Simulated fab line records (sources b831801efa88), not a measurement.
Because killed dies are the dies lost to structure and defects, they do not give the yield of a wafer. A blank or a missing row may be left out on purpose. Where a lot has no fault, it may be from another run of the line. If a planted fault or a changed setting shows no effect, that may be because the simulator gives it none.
Split-lot experiment    flow gf180mcu    23 wafers read from 5 lots, route of 602 steps

ABOUT THE SPLIT
At GF_NWELL_IMPLANT_08, the setting dose cm2 was moved away from the recipe's 1.5e+13 on 6 of the 23 wafers read, by -15.7% to +14.7%. This setting was run at the recipe's value on the other wafers.

FROM THE SPLIT TO THE READING: what the file shows between them, 2 steps
- GF_NWELL_IMPLANT_09
- GF_NWELL_STRIP_10: strips in O2/N2

THE READING
NWELL_TW, at GF_NWELL_TW_MEAS_11. Typical for fault-free wafers on this fab line: 1579, with standard deviation 9.

wafer   tool, chamber at the split  dose cm2 as run  against the recipe  NWELL_TW  against lot-mates on the recipe
L075.1  implanter-02, 0             1.72e+13         +14.7%              1641      +66
L075.2  implanter-02, 0             1.5e+13          recipe              1580      -
L075.3  implanter-02, 0             1.72e+13         +14.7%              1641      +66
L075.4  implanter-02, 0             1.5e+13          recipe              1569      -
L075.5  implanter-02, 0             1.72e+13         +14.7%              1629      +54
L076.2  implanter-02, 0             1.264e+13        -15.7%              1502      -70
L076.3  implanter-02, 0             1.5e+13          recipe              1570      -
L076.4  implanter-02, 0             1.5e+13          recipe              1574      -
L076.5  implanter-02, 0             1.264e+13        -15.7%              1500      -72
L076.6  implanter-02, 0             1.264e+13        -15.7%              1502      -70
L083.1  implanter-03, 0             1.5e+13          recipe              1585      -
L083.2  implanter-03, 0             1.5e+13          recipe              1581      -
L083.3  implanter-03, 0             1.5e+13          recipe              1584      -
L083.4  implanter-03, 0             1.5e+13          recipe              1590      -
L083.6  implanter-03, 0             1.5e+13          recipe              1598      -
L082.1  implanter-02, 0             1.5e+13          recipe              1592      -
L082.2  implanter-02, 0             1.5e+13          recipe              1585      -
L082.4  implanter-02, 0             1.5e+13          recipe              1587      -
L082.5  implanter-02, 0             1.5e+13          recipe              1590      -
L082.6  implanter-02, 0             1.5e+13          recipe              1571      -
L084.2  implanter-03, 0             1.5e+13          recipe              1582      -
L084.3  implanter-03, 0             1.5e+13          recipe              1593      -
L084.5  implanter-03, 0             1.5e+13          recipe              1587      -

THE FIT
A straight line over all 23 wafers: NWELL_TW changes by +4.48 for each +1% of dose cm2; r = +0.97; the points scatter about the line by 9.4.
The same after taking each lot's own level away (the mean of its wafers on the recipe; 23 wafers): +4.38 for each +1%; r = +0.99; scatter 5.7.
On that fit, the largest move of dose cm2 shifts the reading by 69.
From 1572.0 to 1587.6: that is the span of the lots' own levels, equal to 1.7 times the standard deviation above.
So the lot-to-lot level changes the slope little: the two slopes agree.
Check: -69.3 against its lot-mates is what the line predicts for one of the wafers moved furthest among these (-15.7%) when that wafer is left out of the fit. Against them it came out at -70.

OTHER SPLITS ON THESE WAFERS
These wafers also went through other splits before the reading. Each is held against what the fit with the lots' levels taken away leaves over:
other split on the same wafers    wafers away from the commonest value  r with NWELL_TW (lot level and that fit taken away)
GF_STI_OXIDATION_01 ox time s     13                                    -0.03
GF_STI_CVD_03 pressure mtorr      10                                    +0.06
GF_DNWELL_COAT_02 spin rpm        7                                     +0.15
GF_DNWELL_STRIP_08 platen temp c  11                                    +0.04

THE FILE'S OWN FIT
NWELL_TW changes by +4.37 for each +1% of dose cm2, r = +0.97.
